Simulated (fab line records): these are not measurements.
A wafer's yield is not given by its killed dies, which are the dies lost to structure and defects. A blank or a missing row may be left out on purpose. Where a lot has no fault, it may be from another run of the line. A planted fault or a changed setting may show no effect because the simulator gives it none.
Split-lot study :: flow gf180mcu :: 23 wafers read from 5 lots, route of 602 steps

## SPLIT DETAILS
At GF_HV_LDD_EXPOSE_28 (exposes mask Nplus HV AREA, target cd 400 nm), the setting dose_mj was moved away from the recipe's 140 on 6 of the 23 wafers read, by -4.1% to +3.8%. All remaining wafers had this setting at the recipe value.

## FROM THE SPLIT TO THE READING: what the file shows between them, 2 steps
- GF_HV_LDD_PEB_29
- GF_HV_LDD_DEVELOP_30: develop time 60 s

## THE READING
cd_nm (nm) at GF_HV_LDD_CD_MEAS_31, where the cd target is 400 nm. On this fab line, fault-free wafers typically give 400.5 nm with a standard deviation of 2.4 nm.

wafer: L076.1
tool, chamber at the split: iline_stepper-01, 0
dose_mj as run: 140
against the recipe: recipe
cd_nm, nm: 396.2
against lot-mates on the recipe: -

wafer: L076.2
tool, chamber at the split: iline_stepper-01, 0
dose_mj as run: 134.3
against the recipe: -4.1%
cd_nm, nm: 385.2
against lot-mates on the recipe: -12.6

wafer: L076.3
tool, chamber at the split: iline_stepper-01, 0
dose_mj as run: 140
against the recipe: recipe
cd_nm, nm: 398.4
against lot-mates on the recipe: -

wafer: L076.4
tool, chamber at the split: iline_stepper-01, 0
dose_mj as run: 134.3
against the recipe: -4.1%
cd_nm, nm: 387.4
against lot-mates on the recipe: -10.4

wafer: L076.5
tool, chamber at the split: iline_stepper-01, 0
dose_mj as run: 140
against the recipe: recipe
cd_nm, nm: 398.9
against lot-mates on the recipe: -

wafer: L079.2
tool, chamber at the split: iline_stepper-02, 0
dose_mj as run: 140
against the recipe: recipe
cd_nm, nm: 403.8
against lot-mates on the recipe: -

wafer: L079.3
tool, chamber at the split: iline_stepper-02, 0
dose_mj as run: 140
against the recipe: recipe
cd_nm, nm: 405.2
against lot-mates on the recipe: -

wafer: L079.6
tool, chamber at the split: iline_stepper-02, 0
dose_mj as run: 140
against the recipe: recipe
cd_nm, nm: 404.4
against lot-mates on the recipe: -

wafer: L083.2
tool, chamber at the split: iline_stepper-02, 0
dose_mj as run: 140
against the recipe: recipe
cd_nm, nm: 401.0
against lot-mates on the recipe: -

wafer: L083.3
tool, chamber at the split: iline_stepper-02, 0
dose_mj as run: 140
against the recipe: recipe
cd_nm, nm: 402.6
against lot-mates on the recipe: -

wafer: L083.4
tool, chamber at the split: iline_stepper-02, 0
dose_mj as run: 140
against the recipe: recipe
cd_nm, nm: 402.2
against lot-mates on the recipe: -

wafer: L083.5
tool, chamber at the split: iline_stepper-02, 0
dose_mj as run: 140
against the recipe: recipe
cd_nm, nm: 403.1
against lot-mates on the recipe: -

wafer: L083.6
tool, chamber at the split: iline_stepper-02, 0
dose_mj as run: 140
against the recipe: recipe
cd_nm, nm: 401.0
against lot-mates on the recipe: -

wafer: L084.1
tool, chamber at the split: iline_stepper-02, 0
dose_mj as run: 140
against the recipe: recipe
cd_nm, nm: 401.8
against lot-mates on the recipe: -

wafer: L084.2
tool, chamber at the split: iline_stepper-02, 0
dose_mj as run: 143.1
against the recipe: +2.2%
cd_nm, nm: 408.9
against lot-mates on the recipe: +7.5

wafer: L084.3
tool, chamber at the split: iline_stepper-02, 0
dose_mj as run: 143.1
against the recipe: +2.2%
cd_nm, nm: 410.0
against lot-mates on the recipe: +8.6

wafer: L084.5
tool, chamber at the split: iline_stepper-02, 0
dose_mj as run: 140
against the recipe: recipe
cd_nm, nm: 400.7
against lot-mates on the recipe: -

wafer: L084.6
tool, chamber at the split: iline_stepper-02, 0
dose_mj as run: 140
against the recipe: recipe
cd_nm, nm: 401.7
against lot-mates on the recipe: -

wafer: L085.1
tool, chamber at the split: iline_stepper-02, 0
dose_mj as run: 140
against the recipe: recipe
cd_nm, nm: 401.4
against lot-mates on the recipe: -

wafer: L085.2
tool, chamber at the split: iline_stepper-02, 0
dose_mj as run: 145.3
against the recipe: +3.8%
cd_nm, nm: 413.6
against lot-mates on the recipe: +12.7

wafer: L085.3
tool, chamber at the split: iline_stepper-02, 0
dose_mj as run: 140
against the recipe: recipe
cd_nm, nm: 399.9
against lot-mates on the recipe: -

wafer: L085.4
tool, chamber at the split: iline_stepper-02, 0
dose_mj as run: 140
against the recipe: recipe
cd_nm, nm: 401.4
against lot-mates on the recipe: -

wafer: L085.5
tool, chamber at the split: iline_stepper-02, 0
dose_mj as run: 145.3
against the recipe: +3.8%
cd_nm, nm: 412.7
against lot-mates on the recipe: +11.8

THE FIT
A straight line over all 23 wafers: cd_nm changes by +3.47 nm for each +1% of dose_mj; r = +0.95; the points scatter about the line by 2.1 nm.
The same after taking each lot's own level away (the mean of its wafers on the recipe; 23 wafers): +3.09 nm for each +1%; r = +0.99; scatter 0.94 nm.
Per that fit: largest dose_mj move, reading shift of 13 nm.
Across the lots, their own levels run from 397.83 to 404.47 nm, a range of 2.8 times the standard deviation given above.
So the lot-to-lot level changes the slope: the two fits differ.
Check: with one of the wafers moved furthest among these (-4.1%) left out of the fit, the line predicts -12.2 nm for it against its lot-mates. Against them it came out at -12.6 nm.

## FILE'S OWN FIT
cd_nm changes by +3.1 nm for each +1% of dose_mj, r = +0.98.
